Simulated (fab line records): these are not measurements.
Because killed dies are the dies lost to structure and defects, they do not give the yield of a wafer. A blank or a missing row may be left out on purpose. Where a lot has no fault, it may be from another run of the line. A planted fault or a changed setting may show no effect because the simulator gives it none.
fab line records | flow sky130
record: lots: 13 | wafers: 39 | lastDay: 50
route steps=708 shown CONTACT@414 PAD_OPEN@708
lots untouched by any fault: they come from a run of this same line in which no faults occurred
startH: hours from the record's first day to the start of the lot's first wafer shown | waitH: hours elapsed since this lot's preceding step | " identical to the entry in the row above | L1.1+2: one row covering several wafers at once | - value missing, or start not given | * or withheld: withheld | < > ~ a bound
route shown NAME@n: NAME is a module with steps in the file, n the number in the route of the first one | usual: mean/standard deviation taken from wafers without a fault | same: alike in all rows | chamber/n: place in a boat | sites: readings site by site | _std_site: how widely they spread, as a standard deviation | _edge_site: the outer-site mean with the inner-site mean subtracted | radiusMm: for every site, how far away it sits from the centre of the wafer | mask NAME#n: copy n | behind: tool/chamber where the wafer was last shaped | hold: the reason the lot was held/the length of the hold in hours/how it ended | device: the transistor (n, p or np) that didn't switch | end of line: at the end of the route, the tests of the same wafers | for a step that has no rows: nothing shown but its recipe | killed: the dies lost at the first sort to structure and to defects; this is not the yield of the wafer | map: shows each die of a wafer: x if killed, . if not, _ if none is there
set.NAME: the setting that was run; set.NAME@STEP: the one run at that earlier step | model.NAME: the simulator's own value behind a step, which no gauge read
the route's steps for a sample of lots (tables are steps, rows are wafers)
services: from which hour (startH, from the record's first day; less than 0 if before it) a tool's chamber was out of use, for how many hours, and why
== steps ==
step: SKY_CONTACT_COAT_08
recipe: resist: BARC | tempC: withheld | timeS: withheld | spinRpm: 3000 | resistThkNm: 60
lot.wafer  | tool          | chamber | startH | waitH
L177.1+3+6 | lithoTrack-01 | 0       | 725.47 | 0.1
L178.1+4+6 | lithoTrack-04 | 0       | 730.67 | 0.1
L179.1+3+4 | lithoTrack-04 | 0       | 743.22 | 0.1
L181.2+5+6 | lithoTrack-03 | 0       | 750.58 | 0.1
L180.1+2+5 | lithoTrack-03 | 0       | 751.35 | 0.1
L188.3+4+5 | lithoTrack-03 | 0       | 814.05 | 0.1
L190.2+3+6 | lithoTrack-03 | 0       | 825.03 | 0.1
L192.1+2+6 | lithoTrack-01 | 0       | 844.92 | 0.1
L193.2+3+6 | lithoTrack-01 | 0       | 851.04 | 0.1
L196.1+3+4 | lithoTrack-04 | 0       | 866.82 | 0.1
L197.3+5+6 | lithoTrack-01 | 0       | 873.62 | 0.1
L199.1+3+6 | lithoTrack-04 | 0       | 889.22 | 0.1
L200.2+3+4 | lithoTrack-01 | 0       | 899.69 | 0.1
step: SKY_CONTACT_ETCH_16
recipe: chemistry: N2/H2 | target: BARC | ionEnergyEv: 200 | sourceW: 500 | biasW: 100 | pressureMtorr: 30 | n2FlowSccm: 100 | h2FlowSccm: 200 | stopOn: SiO2 | timeS: 45.9 | targetDepthA: 600
usual: biasW: 100.0/0.33 | drypumpMotorCurrentA: 5.7/0.55 | oesProductAu: 0.855/0.0048 | throttleValvePct: 13.226/0.0092
same: timeS: 45.9
lot.wafer | tool       | chamber | startH | waitH | biasW | drypumpMotorCurrentA | oesProductAu | rfHoursCounterH | throttleValvePct
L177.1    | rieDiel-02 | 1       | 739.13 | 0.0   | 99.8  | 5.0                  | 0.859        | 13              | 13.233
L177.3    | "          | 2       | "      | "     | 99.2  | 5.7                  | 0.855        | 6               | 13.222
L177.6    | "          | 1       | "      | "     | 100.0 | 5.0                  | 0.849        | -               | 13.235
L178.1    | rieDiel-04 | 0       | 744.53 | 0.0   | 100.2 | 6.0                  | 0.853        | 30              | 13.219
L178.4    | "          | 1       | "      | "     | 99.7  | 5.1                  | 0.845        | 4               | 13.223
L178.6    | "          | 2       | "      | "     | 100.3 | 5.8                  | 0.850        | -               | 13.226
L179.1    | rieDiel-02 | 2       | 757.76 | 0.0   | 100.1 | 5.7                  | 0.866        | 6               | 13.233
L179.3    | "          | 3       | "      | "     | 99.6  | 5.5                  | 0.855        | 18              | 13.228
L179.4    | "          | 1       | "      | "     | 99.7  | 5.0                  | 0.861        | 14              | 13.227
L181.2    | rieDiel-04 | 3       | 764.82 | 0.0   | 100.0 | 5.3                  | 0.853        | 17              | 13.227
L181.5    | "          | 1       | "      | "     | 99.8  | 5.2                  | 0.852        | -               | 13.229
L181.6    | "          | 2       | "      | "     | 99.9  | 5.8                  | 0.849        | -               | 13.221
L180.1    | rieDiel-04 | 2       | 765.59 | 0.0   | 100.1 | 5.8                  | 0.862        | 7               | 13.232
L180.2    | "          | 0       | "      | "     | 99.6  | 6.0                  | 0.848        | 30              | 13.218
L180.5    | "          | 2       | "      | "     | 100.0 | 5.8                  | 0.858        | -               | 13.239
L188.3    | rieDiel-04 | 3       | 827.53 | 0.0   | 100.3 | 5.3                  | 0.944        | 20              | 13.246
L188.4    | "          | 0       | "      | "     | 99.8  | 6.0                  | 0.944        | 32              | 13.246
L188.5    | "          | 1       | "      | "     | 100.3 | 5.2                  | 0.942        | -               | 13.226
L190.2    | rieDiel-04 | 2       | 838.18 | 0.0   | 99.4  | 5.8                  | 0.943        | 9               | 13.235
L190.3    | "          | 0       | "      | "     | 100.2 | 6.0                  | 0.937        | 32              | 13.229
L190.6    | "          | 2       | "      | "     | 99.9  | 5.8                  | 0.941        | -               | 13.231
L192.1    | rieDiel-01 | 0       | 857.89 | 0.0   | 99.7  | 6.0                  | 0.853        | 11              | 13.219
L192.2    | "          | 1       | "      | "     | 99.8  | 5.1                  | 0.857        | 4               | 13.221
L192.6    | "          | 3       | "      | "     | 99.5  | 6.5                  | 0.854        | -               | 13.207
L193.2    | rieDiel-02 | 1       | 864.46 | 0.0   | 99.7  | 5.0                  | 0.854        | 18              | 13.235
L193.3    | "          | 0       | "      | "     | 99.2  | 6.4                  | 0.857        | 9               | 13.221
L193.6    | "          | 1       | "      | "     | 99.6  | 5.0                  | 0.856        | -               | 13.213
L196.1    | rieDiel-02 | 1       | 880.12 | 0.0   | 100.1 | 5.0                  | 0.856        | 18              | 13.210
L196.3    | "          | 3       | "      | "     | 100.1 | 5.4                  | 0.854        | 22              | 13.203
L196.4    | "          | 0       | "      | "     | 99.3  | 6.4                  | 0.850        | 10              | 13.237
L197.3    | rieDiel-01 | 3       | 886.77 | 0.0   | 100.1 | 6.5                  | 0.849        | 2               | 13.232
L197.5    | "          | 3       | "      | "     | 100.0 | 6.5                  | 0.857        | -               | 13.230
L197.6    | "          | 0       | "      | "     | 100.1 | 6.1                  | 0.849        | -               | 13.243
L199.1    | rieDiel-02 | 2       | 903.28 | 0.0   | 99.6  | 5.7                  | 0.857        | 12              | 13.244
L199.3    | "          | 0       | "      | "     | 100.4 | 6.4                  | 0.864        | 11              | 13.232
L199.6    | "          | 1       | "      | "     | 99.2  | 5.0                  | 0.858        | -               | 13.221
L200.2    | rieDiel-02 | 3       | 912.83 | 0.0   | 100.4 | 5.4                  | 0.847        | 23              | 13.212
L200.3    | "          | 1       | "      | "     | 100.3 | 5.0                  | 0.851        | 20              | 13.238
L200.4    | "          | 0       | "      | "     | 99.6  | 6.4                  | 0.856        | 11              | 13.233
step: SKY_CONTACT_STRIP_19
recipe: chemistry: O2/N2 | powerW: 1380 | pressureMtorr: 1500 | platenTempC: withheld | o2FlowSccm: 3000 | n2FlowSccm: 300 | overashFraction: 0.5
usual: drypumpMotorCurrentA: 5.8/0.64 | oesProductAu: 0.380/0.0047 | stripTimeToEndpointS: 3.659/0.022
lot.wafer | tool           | chamber | startH | waitH | drypumpMotorCurrentA | oesProductAu | rfHoursCounterH | stripTimeToEndpointS
L177.1    | plasmaAsher-04 | 0       | 739.26 | -     | 6.6                  | 0.383        | 57              | 3.663
L177.3    | "              | 0       | "      | "     | 6.6                  | 0.376        | -               | 3.694
L177.6    | "              | 0       | "      | "     | 6.6                  | 0.386        | -               | 3.669
L178.1    | plasmaAsher-02 | 0       | 744.66 | -     | 5.0                  | 0.380        | 31              | 3.678
L178.4    | "              | 1       | "      | "     | 5.5                  | 0.384        | -               | 3.676
L178.6    | "              | 0       | "      | "     | 4.9                  | 0.381        | -               | 3.650
L179.1    | plasmaAsher-04 | 0       | 757.89 | -     | 6.6                  | 0.377        | 59              | 3.682
L179.3    | "              | 1       | "      | "     | 5.3                  | 0.386        | -               | 3.692
L179.4    | "              | 0       | "      | "     | 6.6                  | 0.378        | -               | 3.670
L181.2    | plasmaAsher-04 | 0       | 764.95 | -     | 6.6                  | 0.385        | 59              | 3.654
L181.5    | "              | 1       | "      | "     | 5.3                  | 0.376        | -               | 3.682
L181.6    | "              | 0       | "      | "     | 6.6                  | 0.379        | -               | 3.633
L180.1    | plasmaAsher-04 | 1       | 765.73 | -     | 5.3                  | 0.379        | 60              | 3.666
L180.2    | "              | 0       | "      | "     | 6.6                  | 0.384        | 60              | 3.683
L180.5    | "              | 1       | "      | "     | 5.3                  | 0.375        | -               | 3.670
L188.3    | plasmaAsher-04 | 0       | 827.69 | -     | 6.6                  | 0.385        | -               | 3.822
L188.4    | "              | 1       | "      | "     | 5.3                  | 0.393        | -               | 3.824
L188.5    | "              | 1       | "      | "     | 5.3                  | 0.387        | -               | 3.810
L190.2    | plasmaAsher-04 | 0       | 838.31 | -     | 6.6                  | 0.390        | 67              | 3.806
L190.3    | "              | 0       | "      | "     | 6.6                  | 0.392        | -               | 3.818
L190.6    | "              | 0       | "      | "     | 6.6                  | 0.384        | -               | 3.776
L192.1    | plasmaAsher-04 | 0       | 858.03 | -     | 6.6                  | 0.372        | 69              | 3.653
L192.2    | "              | 1       | "      | "     | 5.3                  | 0.382        | 69              | 3.666
L192.6    | "              | 0       | "      | "     | 6.6                  | 0.369        | -               | 3.667
L193.2    | plasmaAsher-02 | 0       | 864.59 | -     | 4.9                  | 0.391        | 43              | 3.653
L193.3    | "              | 1       | "      | "     | 5.6                  | 0.383        | -               | 3.649
L193.6    | "              | 0       | "      | "     | 4.9                  | 0.385        | -               | 3.631
L196.1    | plasmaAsher-04 | 1       | 880.26 | -     | 5.3                  | 0.383        | 71              | 3.657
L196.3    | "              | 0       | "      | "     | 6.6                  | 0.384        | -               | 3.675
L196.4    | "              | 1       | "      | "     | 5.3                  | 0.391        | -               | 3.642
L197.3    | plasmaAsher-04 | 0       | 886.93 | -     | 6.6                  | 0.375        | -               | 3.630
L197.5    | "              | 1       | "      | "     | 5.3                  | 0.382        | -               | 3.631
L197.6    | "              | 0       | "      | "     | 6.6                  | 0.385        | -               | 3.658
L199.1    | plasmaAsher-04 | 1       | 903.41 | -     | 5.3                  | 0.382        | 73              | 3.689
L199.3    | "              | 0       | "      | "     | 6.6                  | 0.378        | -               | 3.650
L199.6    | "              | 0       | "      | "     | 6.6                  | 0.376        | -               | 3.677
L200.2    | plasmaAsher-03 | 0       | 912.96 | -     | 6.0                  | 0.369        | 17              | 3.651
L200.3    | "              | 0       | "      | "     | 6.0                  | 0.379        | -               | 3.619
L200.4    | "              | 1       | "      | "     | 5.9                  | 0.373        | -               | 3.622
step: SKY_PAD_OPEN_PROBE_99
usual: killed_at_M0_to_M3: 44/6.2 | killed_at_M4_up: 3.3/1.7 | killedAtContacts: 24/4.9 | killedAtFrontEnd: 16/5 | killedAtOther: 0.3/0.48 | killedDies: 88/9 | killedOpen: 48/7 | killedShort: 39/6.1
same: grossDies: 492 | killedAtBackSide: 0
lot.wafer | tool      | chamber | startH  | waitH | killed_at_M0_to_M3 | killed_at_M4_up | killedAtContacts | killedAtFrontEnd | killedAtOther | killedDies | killedOpen | killedShort
L188.3    | prober-02 | -       | 1142.99 | 0.2   | 46                 | 4               | 18               | 13               | 0             | 81         | 48         | 33
L188.4    | prober-02 | -       | 1143.04 | 0.2   | 38                 | 4               | 26               | 26               | 1             | 95         | 61         | 34
L188.5    | prober-02 | -       | 1143.09 | 0.2   | 51                 | 1               | 25               | 20               | 1             | 98         | 53         | 44
killed by level:class
L188.3 VIA1:geometricParticle:open=15 METAL1:geometricParticle:short=7 CONTACT:geometricParticle:open=6 POLY_GATE:geometricParticle:short=5 VIA2:geometricParticle:open=5 VIA3:geometricParticle:open=5 FIELD_ISO:geometricParticle:open=4 LI_CONTACT:geometricParticle:open=4
L188.4 VIA1:geometricParticle:open=9 VIA2:geometricParticle:open=9 FIELD_ISO:geometricParticle:open=8 CONTACT:geometricParticle:open=8 POLY_GATE:geometricParticle:open=7 VIA3:geometricParticle:open=7 LI_CONTACT:geometricParticle:open=6 FIELD_ISO:geometricParticle:short=5
L188.5 VIA1:geometricParticle:open=10 VIA3:geometricParticle:open=9 CONTACT:geometricParticle:open=8 VIA2:geometricParticle:open=6 METAL2:geometricParticle:short=6 FIELD_ISO:geometricParticle:open=5 FIELD_ISO:geometricParticle:short=5 LI_CONTACT:geometricParticle:short=4
== services ==
tool           | chamber | startH | hours | kind
rieDiel-01     | 1       | 704.48 | -     | clean
rieDiel-01     | 1       | 704.48 | 17.9  | scheduledDown
rieDiel-02     | 3       | 715.83 | 10.1  | repair
rieDiel-02     | 2       | 731.36 | 3.7   | repair
plasmaAsher-03 | -       | 733.75 | 9.0   | pm
plasmaAsher-04 | -       | 766.47 | 1.9   | repair
lithoTrack-01  | -       | 767.42 | -     | consumableReplace:filter
rieDiel-04     | 1       | 768.69 | 6.8   | repair
plasmaAsher-03 | -       | 770.43 | 4.1   | repair
rieDiel-04     | 2       | 777.00 | 13.1  | repair
rieDiel-01     | -       | 792.92 | 1.2   | repair
rieDiel-01     | 0       | 811.80 | 5.9   | repair
rieDiel-02     | 2       | 818.28 | 4.8   | repair
rieDiel-04     | 1       | 832.15 | 3.6   | repair
rieDiel-04     | 3       | 832.53 | 5.7   | repair
rieDiel-04     | 0       | 838.31 | -     | clean
rieDiel-04     | 0       | 838.31 | 14.4  | scheduledDown
rieDiel-04     | 0       | 838.31 | 14.4  | ventCycle
rieDiel-01     | -       | 841.35 | 0.4   | repair
plasmaAsher-02 | -       | 862.68 | 0.5   | repair
plasmaAsher-03 | -       | 863.12 | 4.8   | repair
rieDiel-02     | 3       | 890.81 | 4.0   | repair
rieDiel-01     | 1       | 892.57 | 3.4   | repair
rieDiel-04     | 2       | 900.20 | 23.7  | repair
== key ==
firstSign: step: SKY_CONTACT_ETCH_16 | reading: oesProductAu | direction: up | sigmas: 18 | usual: 0.855 | struck: 0.942
effect: step: SKY_CONTACT_STRIP_19 | reading: stripTimeToEndpointS | direction: up | sigmas: 6.9 | usual: * | struck: *
metAt SKY_CONTACT_COAT_08
struckLots L188,L190
testerLeftOut L188,L190
onsetBetween 751.35 814.05
alsoFits SKY_CONTACT_ETCH_16:rieDiel-04
fault: kind: processParameterDrift | tool: lithoTrack-03 | chamber: - | onsetH: 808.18 | steps: SKY_CONTACT_COAT_08 | channel: resistThkNm | offset: 10.844 | shape: step | endH: 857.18 | actsIn: theseRecipesOnly | stated: 60
testerLeftOut: of these lots the tester's yield and bins aren't shown, on N5 and GAA mostly nor the transistor test; their killed dies are dies lost to structure and defects alone, not to doping, threshold or leakage, so they don't give the yield
